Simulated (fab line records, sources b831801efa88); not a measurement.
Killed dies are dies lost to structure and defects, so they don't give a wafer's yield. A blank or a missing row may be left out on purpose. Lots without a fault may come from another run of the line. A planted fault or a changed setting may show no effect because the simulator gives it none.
Which tool did it? | flow gf180mcu | 24 lots, 72 wafers sampled, at 4 steps of a route of 602

WHAT THE GAUGES READ, wafer by wafer
GF_M2_CD_MEAS_14: target cd 280 nm.
lot  | measured     | on        | cd_nm (nm)
L074 | day 19 02:03 | cd_sem-01 | 281.3 280.8 279.3
L075 | day 19 09:40 | cd_sem-02 | 281.3 280.7 279.6
L076 | day 19 17:21 | cd_sem-01 | 278.6 280.7 281.0
L077 | day 20 07:34 | cd_sem-02 | 281.0 281.3 280.2
L078 | day 20 14:10 | cd_sem-02 | 281.5 280.3 279.7
L079 | day 20 21:20 | cd_sem-01 | 279.3 280.3 280.4
L080 | day 21 11:07 | cd_sem-01 | 279.2 279.4 278.8
L081 | day 21 19:10 | cd_sem-01 | 280.0 278.9 278.7
L082 | day 22 00:30 | cd_sem-01 | 279.9 279.9 280.2
L083 | day 22 13:15 | cd_sem-02 | 281.6 282.8 283.4
L084 | day 22 18:57 | cd_sem-01 | 279.9 280.5 279.8
L085 | day 23 06:04 | cd_sem-01 | 279.4 278.8 279.9
L086 | day 23 08:15 | cd_sem-02 | 280.9 280.3 280.6
L087 | day 24 04:46 | cd_sem-02 | 280.2 280.1 282.0
L088 | day 24 07:49 | cd_sem-02 | 281.6 281.8 282.1
L089 | day 24 15:27 | cd_sem-02 | 278.9 279.9 279.0
L090 | day 25 00:31 | cd_sem-01 | 281.0 280.3 279.6
L091 | day 25 06:45 | cd_sem-01 | 281.9 282.8 282.1
L092 | day 25 14:51 | cd_sem-01 | 281.3 280.2 281.5
L093 | day 25 23:01 | cd_sem-01 | 282.7 281.8 283.2
L094 | day 26 09:43 | cd_sem-02 | 279.6 279.7 280.1
L095 | day 26 14:57 | cd_sem-01 | 281.1 280.5 280.6
L096 | day 26 19:57 | cd_sem-01 | 279.0 279.2 279.0
L097 | day 26 23:08 | cd_sem-01 | 280.5 280.2 280.2

GF_M5_CD_MEAS_07: target cd 280 nm.
lot  | measured     | on        | cd_nm (nm)
L074 | day 26 04:36 | cd_sem-02 | 279.7 281.3 280.6
L075 | day 26 13:58 | cd_sem-02 | 281.1 283.8 282.9
L076 | day 26 18:39 | cd_sem-01 | 279.8 278.4 280.2
L077 | day 27 07:16 | cd_sem-01 | 281.0 280.5 279.9
L078 | day 27 12:39 | cd_sem-01 | 280.3 280.0 280.6
L079 | day 27 18:17 | cd_sem-01 | 279.7 281.7 281.1
L080 | day 28 05:40 | cd_sem-02 | 280.4 280.3 280.1
L081 | day 28 12:46 | cd_sem-01 | 282.5 281.3 280.4
L082 | day 28 17:42 | cd_sem-02 | 278.5 278.6 279.9
L083 | day 29 04:20 | cd_sem-01 | 282.0 281.6 282.9
L084 | day 29 08:56 | cd_sem-02 | 281.7 280.8 282.2
L085 | day 29 16:34 | cd_sem-02 | 280.4 280.8 280.9
L086 | day 29 20:11 | cd_sem-02 | 279.7 280.4 279.8
L087 | day 30 09:31 | cd_sem-01 | 279.6 279.6 278.9
L088 | day 30 12:04 | cd_sem-02 | 281.2 281.0 280.2
L089 | day 30 18:21 | cd_sem-01 | 279.0 279.3 278.1
L090 | day 31 07:34 | cd_sem-01 | 281.5 282.0 281.7
L091 | day 31 08:21 | cd_sem-01 | 280.7 281.1 281.4
L092 | day 31 13:29 | cd_sem-02 | 281.0 280.5 281.0
L093 | day 31 20:13 | cd_sem-02 | 280.2 279.6 278.9
L094 | day 32 04:34 | cd_sem-02 | 280.6 280.5 279.4
L095 | day 32 08:21 | cd_sem-02 | 279.1 279.1 278.6
L096 | day 32 14:42 | cd_sem-02 | 281.5 281.9 279.9
L097 | day 32 17:34 | cd_sem-01 | 279.8 279.9 281.7

WHICH TOOL RAN EACH LOT (tool, then ch and the chambers of the sampled wafers, then the start)
lot  | GF_V2_STRIP_18                       | GF_MIM_SPUTTER_04
L074 | plasma_asher-03 ch 0,1, day 20 04:17 | pvd_sputter-02, day 24 08:54
L075 | plasma_asher-01 ch 0,1, day 20 11:39 | pvd_sputter-01, day 24 18:22
L076 | plasma_asher-02 ch 0,1, day 20 18:53 | pvd_sputter-02, day 24 23:09
L077 | plasma_asher-01 ch 0, day 21 08:35   | pvd_sputter-03, day 25 12:59
L078 | plasma_asher-02 ch 0,1, day 21 15:50 | pvd_sputter-02, day 25 19:16
L079 | plasma_asher-03 ch 0,1, day 21 22:37 | pvd_sputter-01, day 26 01:20
L080 | plasma_asher-01 ch 0,1, day 22 13:04 | pvd_sputter-03, day 26 13:50
L081 | plasma_asher-03 ch 0,1, day 22 19:35 | pvd_sputter-01, day 26 20:26
L082 | plasma_asher-01 ch 0, day 23 01:50   | pvd_sputter-02, day 27 00:43
L083 | plasma_asher-02 ch 1, day 23 14:32   | pvd_sputter-03, day 27 12:19
L084 | plasma_asher-02 ch 0,1, day 23 20:02 | pvd_sputter-03, day 27 17:28
L085 | plasma_asher-01 ch 0,1, day 24 06:32 | pvd_sputter-03, day 28 01:47
L086 | plasma_asher-02 ch 0,1, day 24 09:05 | pvd_sputter-01, day 28 05:47
L087 | plasma_asher-02 ch 0,1, day 25 04:26 | pvd_sputter-01, day 28 21:29
L088 | plasma_asher-01 ch 0,1, day 25 07:41 | pvd_sputter-03, day 29 00:19
L089 | plasma_asher-03 ch 0,1, day 25 15:44 | pvd_sputter-03, day 29 07:44
L090 | plasma_asher-02 ch 0, day 26 00:17   | pvd_sputter-02, day 29 14:59
L091 | plasma_asher-02 ch 0,1, day 26 05:14 | pvd_sputter-03, day 29 19:13
L092 | plasma_asher-01 ch 0,1, day 26 13:56 | pvd_sputter-02, day 30 03:14
L093 | plasma_asher-03 ch 1, day 26 22:02   | pvd_sputter-01, day 30 09:35
L094 | plasma_asher-02 ch 0,1, day 27 08:26 | pvd_sputter-02, day 30 17:53
L095 | plasma_asher-01 ch 0,1, day 27 13:11 | pvd_sputter-02, day 30 23:19
L096 | plasma_asher-01 ch 0,1, day 27 18:05 | pvd_sputter-01, day 31 03:43
L097 | plasma_asher-01 ch 0,1, day 27 20:55 | pvd_sputter-01, day 31 07:40
- GF_V2_STRIP_18: strips in O2/N2.
- GF_MIM_SPUTTER_04: material TiN, target thk 50 nm, time 41.7 s.

WHAT THE TOOLS THEMSELVES READ (means of the sampled wafers that have a number; where no wafer has one, the mark that the record gives instead)
GF_V2_STRIP_18.
lot  | tool            | drypump_motor_current_A (A) | heater_power_w (W) | oes_product_au (a.u.)
L074 | plasma_asher-03 | 6.1                         | 332                | 0.592
L075 | plasma_asher-01 | 5.8                         | 332                | 0.587
L076 | plasma_asher-02 | 5.7                         | 345                | 0.591
L077 | plasma_asher-01 | 6.3                         | 367                | 0.594
L078 | plasma_asher-02 | 5.7                         | 347                | 0.591
L079 | plasma_asher-03 | 6.1                         | 331                | 0.594
L080 | plasma_asher-01 | 5.8                         | 330                | 0.593
L081 | plasma_asher-03 | 6.3                         | 331                | 0.591
L082 | plasma_asher-01 | 6.3                         | 367                | 0.591
L083 | plasma_asher-02 | 5.8                         | 377                | 0.594
L084 | plasma_asher-02 | 5.7                         | 348                | 0.591
L085 | plasma_asher-01 | 5.8                         | 331                | 0.595
L086 | plasma_asher-02 | 5.7                         | 347                | 0.595
L087 | plasma_asher-02 | 5.5                         | 325                | 0.592
L088 | plasma_asher-01 | 5.8                         | 326                | 0.587
L089 | plasma_asher-03 | 6.3                         | 328                | 0.596
L090 | plasma_asher-02 | 5.4                         | 298                | 0.587
L091 | plasma_asher-02 | 5.5                         | 324                | 0.596
L092 | plasma_asher-01 | 6.0                         | 344                | 0.592
L093 | plasma_asher-03 | 5.9                         | 347                | 0.592
L094 | plasma_asher-02 | 5.5                         | 323                | 0.598
L095 | plasma_asher-01 | 6.1                         | 345                | 0.594
L096 | plasma_asher-01 | 5.8                         | 331                | 0.591
L097 | plasma_asher-01 | 5.8                         | 331                | 0.592

GF_MIM_SPUTTER_04.
lot  | tool           | chamber_pressure_pa (Pa) | throttle_valve_pct (%)
L074 | pvd_sputter-02 | 0.4004                   | 29.4
L075 | pvd_sputter-01 | 0.3999                   | 30.6
L076 | pvd_sputter-02 | 0.4001                   | 29.3
L077 | pvd_sputter-03 | 0.3994                   | 30.2
L078 | pvd_sputter-02 | 0.3999                   | 29.6
L079 | pvd_sputter-01 | 0.4001                   | 30.4
L080 | pvd_sputter-03 | 0.4002                   | 30.3
L081 | pvd_sputter-01 | 0.3999                   | 29.8
L082 | pvd_sputter-02 | 0.4002                   | 29.5
L083 | pvd_sputter-03 | 0.4007                   | 31.3
L084 | pvd_sputter-03 | 0.4007                   | 30.4
L085 | pvd_sputter-03 | 0.4003                   | 30.4
L086 | pvd_sputter-01 | 0.4002                   | 30.0
L087 | pvd_sputter-01 | 0.4006                   | 30.7
L088 | pvd_sputter-03 | 0.3999                   | 30.8
L089 | pvd_sputter-03 | 0.3988                   | 29.6
L090 | pvd_sputter-02 | 0.4003                   | 29.3
L091 | pvd_sputter-03 | 0.4000                   | 31.3
L092 | pvd_sputter-02 | 0.4008                   | 29.3
L093 | pvd_sputter-01 | 0.4000                   | 29.9
L094 | pvd_sputter-02 | 0.4002                   | 29.1
L095 | pvd_sputter-02 | 0.4002                   | 29.6
L096 | pvd_sputter-01 | 0.3997                   | 30.5
L097 | pvd_sputter-01 | 0.3995                   | 29.9

THE ANSWER, worked out from the rows above alone
Rule: what is usual is taken from the lots themselves. Put in order of their means at a reading, lots are off if they are a third of the lots or fewer, leave a main group of 4 or more, and stand apart from it by a gap of 3 or more times the standard deviation of the main group's means; of several such gaps the widest counts. A main group whose means are all the same, to the digits that the tables above print for the reading, isn't used. A lot without any number at a reading at which 4 lots or more have one is off too. The other lots that the step has rows for count as sound. The gauges are gone through in route order, then the tools' own readings, and for those a lot's mean is taken as printed above. The first step at which some lot is off is used, and at that step the reading that is off furthest; a lot without a number counts as furthest.
No lot is off at any reading shown: from this, nothing can be told.

WHAT THE SIMULATOR HAD PUT IN
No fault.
